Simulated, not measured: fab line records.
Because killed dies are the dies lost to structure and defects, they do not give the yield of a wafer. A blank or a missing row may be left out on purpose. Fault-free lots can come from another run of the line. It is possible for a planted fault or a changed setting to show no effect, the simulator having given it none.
A lot that was struck, set against a sound lot    flow sky130    26 out of 708 route steps
Sound: the wafers L720.2, L720.3, L720.5. Wafers struck: L735.1, L735.2, L735.4. The cause is given at the end.
Order at every step that has rows: each side's tool, ch and its chambers, its first start. Under that, the readings that differ: sound wafers    struck wafers    difference of the means    sigmas: that difference in standard deviations of wafers without a fault.
alike: words and numbers the same on both sides, and readings whose means are apart by under 2 such deviations; not compared: readings that were withheld, readings missing a value for some wafer, numbers with overlapping values and no deviation given by the record, and bounds like >300 which may hide the same value.
A row with sigmas, a row that says differs or no value, or rows on one side alone: a step with any of these is where the two part. Numbers that have no deviation but don't overlap get no sigmas and don't part them. Lack of a reading on every wafer of one side parts them only where that side has two or more wafers.

first, 8 steps without rows for these wafers: SKY_FIELD_ISO_DEHYDRATE_05 (time 60 s); SKY_FIELD_ISO_HMDS_06 (prime time 60 s); SKY_FIELD_ISO_COAT_07 (resist thk 60 nm); SKY_FIELD_ISO_COAT_08 (resist thk 450 nm); SKY_FIELD_ISO_SOFTBAKE_09 (time 90 s); SKY_FIELD_ISO_EXPOSE_10 (exposes mask FOM, target cd 150 nm); SKY_FIELD_ISO_PEB_11; SKY_FIELD_ISO_DEVELOP_12 (develop time 60 s).
SKY_FIELD_ISO_CD_MEAS_13: the cd target is 150 nm.
  sound on cdSem-02, day 2 10:23; struck on cdSem-02, day 5 19:51
  alike: cdNm
SKY_FIELD_ISO_ETCH_14: etches BARC in N2/H2, stops on SiO2, time 45.9 s, target depth 60 nm.
  sound on rieDiel-04 ch 0,1,2, day 2 10:29; struck on rieDiel-04 ch 0,1,3, day 5 19:58
  alike: drypumpMotorCurrentA, oesProductAu, throttleValvePct
  not compared: rfHoursCounterH
SKY_FIELD_ISO_ETCH_15: etches the open film in CHF3/O2, stops on Si, target depth 180 nm, time 72 s.
  sound on rieDiel-04 ch 0,1,2, day 2 10:32; struck on rieDiel-04 ch 0,1,3, day 5 20:01
  alike: drypumpMotorCurrentA, oesProductAu, throttleValvePct
  not compared: rfHoursCounterH
SKY_FIELD_ISO_STRIP_16: strips in O2/N2.
  sound on plasmaAsher-02 ch 0,1, day 2 10:35; struck on plasmaAsher-03 ch 0,1, day 5 20:04
  alike: drypumpMotorCurrentA, o2FlowSccm, oesProductAu, stripTimeToEndpointS
  not compared: rfHoursCounterH
SKY_FIELD_ISO_ETCH_17: etches Si in HBr/Cl2/O2, target depth 342 nm, time 97.7 s.
  sound on rieSi-02 ch 0,2, day 2 10:41; struck on rieSi-01 ch 0,3, day 5 20:10
reading                                     sound                 struck                difference  sigmas
oesProductAu (a.u.)                         0.987 1.008 0.978     0.807 0.826 0.819     -0.174      -18
throttleValvePct (%)                        25.667 25.661 25.670  25.777 25.761 25.779  +0.106      +11
model.etch.depthNm (nm)                     337.1 345.1 337.9     241.8 247.1 245.4     -95.3       
model.FIELD_ISO.featureDepthNm (nm)         337.1 345.1 337.9     241.8 247.1 245.4     -95.3       
model.Si3N4_of_FIELD_ISO_CVD_03.thkNm (nm)  150.5 149.9 150.8     158 156.7 158.1       +7          
  alike: drypumpMotorCurrentA
  not compared: rfHoursCounterH
then, 5 steps without rows for these wafers: SKY_FIELD_ISO_WET_ETCH_18 (etches Si3N4 in H3PO4, target depth 25 nm, time 286 s); SKY_FIELD_ISO_CLEAN_19 (cleans in SC1/SC2, time 150 s); SKY_FIELD_ISO_CLEAN_20 (cleans in dHF, time 20 s); SKY_FIELD_ISO_WET_ETCH_21 (etches SiO2 in dHF, target depth 20 nm, time 400 s); SKY_FIELD_ISO_OXIDATION_22 (stabilise 600 s, purge 300 s, target thk 10 nm).
SKY_FIELD_ISO_THK_MEAS_23:
  sound on filmMetro-03, day 2 12:13; struck on filmMetro-03, day 6 01:59
reading                          sound           struck             difference  sigmas
FIELD_ISO_OXIDATION_01_THK (nm)  9.65 9.75 9.58  10.25 10.15 10.25  +0.56       +3
then, 1 step without rows for these wafers: SKY_FIELD_ISO_CVD_24 (deposits SiO2, target thk 595 nm, time 99.2 s).
SKY_FIELD_ISO_THK_MEAS_25:
  sound on filmMetro-02, day 2 12:20; struck on filmMetro-01, day 6 02:07
  alike: FIELD_ISO_CVD_24_THK
then, 1 step without rows for these wafers: SKY_FIELD_ISO_ANNEAL_26 (time 1800 s).
SKY_FIELD_ISO_CMP_27: polishes, stops on Si3N4, t overpolish 16 s, target thk 457.8 nm.
  sound on cmp-01 ch 0,1, day 2 14:52; struck on cmp-02 ch 0,2,3, day 6 05:04
  alike: motorCurrentA, overpolishRunS, timeToEndpointS
SKY_FIELD_ISO_WET_ETCH_28: etches SiO2 in dHF, target depth 23.7 nm, time 47 s.
  sound on wetBench-02 ch 2, day 2 15:10; struck on wetBench-04 ch 2, day 6 05:19
reading                                     sound            struck             difference  sigmas
model.Si3N4_of_FIELD_ISO_CVD_03.thkNm (nm)  119.4 119 119.8  127.1 126.2 127.4  +7.5        
then, 1 step without rows for these wafers: SKY_FIELD_ISO_WET_ETCH_29 (etches Si3N4 in H3PO4, target depth 160 nm, time 1825 s).
-- here the record skips 44 days between the struck wafers' starts before and after, leaving off in module FIELD_ISO and picking up in module PAD_OPEN (first step shown: number 708 of the route) --
SKY_PAD_OPEN_PROBE_99:
  sound on prober-02, day 45 19:46; struck on prober-01, day 49 20:58
reading                                sound                          struck               difference  sigmas
model.etest.res_p_drift_20v.lineOhmUm  1.086e+04 1.102e+04 1.078e+04  8084 8086            -2802       
model.etest.res_p_drift_20v.rsOhmSq    9048 9420 8902                 6769 6832            -2323       
model.etest.pfet_16v.rOnOhmUm          1.541e+04 1.562e+04 1.536e+04  1.246e+04 1.242e+04  -3.023e+03  
model.etest.resIsoPwell.rsOhmSq        3441 3595 3310                 2042 2071            -1392       
model.etest.resIsoPwell.lineOhmUm      1291 1360 1236                 765.9 790.9          -517.3      
model.etest.nfet_16v.rOnOhmUm          1.398e+04 1.401e+04 1.395e+04  1.422e+04 1.419e+04  +2.250e+02  
model.etest.resNwell.lineOhmUm         1105 1144 1124                 888 891.5            -235        
model.etest.resNwell.rsOhmSq           965 985.4 957.6                730.5 725.8          -241.2      

== WHERE THEY PART ==
At SKY_FIELD_ISO_ETCH_17 first; at SKY_FIELD_ISO_THK_MEAS_23 last (within this record only). Later steps at which nothing parts them and some readings are alike: SKY_FIELD_ISO_THK_MEAS_25, SKY_FIELD_ISO_CMP_27.

WHY: the cause the simulator had injected
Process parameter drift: rieSi-01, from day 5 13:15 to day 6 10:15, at SKY_FIELD_ISO_ETCH_17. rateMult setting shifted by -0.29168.
